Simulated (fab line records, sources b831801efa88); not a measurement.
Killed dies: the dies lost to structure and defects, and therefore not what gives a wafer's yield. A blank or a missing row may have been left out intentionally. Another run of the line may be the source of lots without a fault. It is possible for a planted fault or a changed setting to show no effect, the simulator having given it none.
One fault through the eyes of 2 desks    flow sky130    numbers are kept per desk, each desk with only its own; the story behind them comes last

## THE METROLOGY DESK
What the gauges read for every lot (on any tool): the sampled wafers with a number, averaged. The brackets show how far a lot's mean lies from the usual mean; more than 4 standard deviations puts the lot out of limits, marked OUT.
Columns: A = cd_nm at SKY_FIELD_ISO_CD_MEAS_13, usual 149.9 nm
lot   first seen here  A
L862  day 3 16:35      150.1
L865  day 4 09:35      147.8
L866  day 4 18:46      148.1
L869  day 5 07:35      150.5
L874  day 6 10:05      148.5
L876  day 6 18:19      151.2
Result from this desk: across the 6 lots, nothing is out of limits.

## AT THE TOOL OWNER'S DESK: rie_si-01
The tool's own readings at SKY_FIELD_ISO_ETCH_17 (etches Si in HBr/Cl2/O2, target depth 342 nm, time 97.7 s): means of the sampled wafers that have a number, for each lot that ran on this tool. The brackets show how far a lot's mean lies from the usual mean; more than 4 standard deviations puts the lot out of limits, marked OUT.
Columns: A = drypump_motor_current_A at SKY_FIELD_ISO_ETCH_17, usual 5.9 A; B = oes_product_au at SKY_FIELD_ISO_ETCH_17, usual 1.000 a.u.; C = rf_fwd_power_W at SKY_FIELD_ISO_ETCH_17, usual 596.3 W; D = run_length_s at SKY_FIELD_ISO_ETCH_17, usual 126.2 s; E = throttle_valve_pct at SKY_FIELD_ISO_ETCH_17, usual 25.657 %
lot   first seen here  A    B      C      D                 E
L862  day 3 16:55      5.4  1.019  597.3  126.6             25.635
L865  day 4 09:53      5.5  1.006  597.1  129.2 (+7.6) OUT  25.658
L869  day 5 07:53      5.7  0.997  597.5  129.1 (+7.2) OUT  25.658
Finding of this desk: L865, L869 out of limits; the first was L865 at day 4 09:53, on run_length_s at SKY_FIELD_ISO_ETCH_17. In limits: L862.

## PUT TOGETHER
The tool owner's desk had the chance to raise an alarm at day 4 09:53 on L865, L869.
From the metrology desk's view, nothing was out of limits.
The metrology desk has L865, L869 on record, within its limits.
The lots listed all ran SKY_FIELD_ISO_ETCH_17 on rie_si-01.

## WHAT THE SIMULATOR PUT IN
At SKY_FIELD_ISO_ETCH_17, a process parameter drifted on rie_si-01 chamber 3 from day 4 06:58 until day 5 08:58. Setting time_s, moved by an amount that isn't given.
Lots struck among those shown: L865, L869.
Hours from the fault's start to each desk's first reading out of limits: the tool owner's desk, 3.
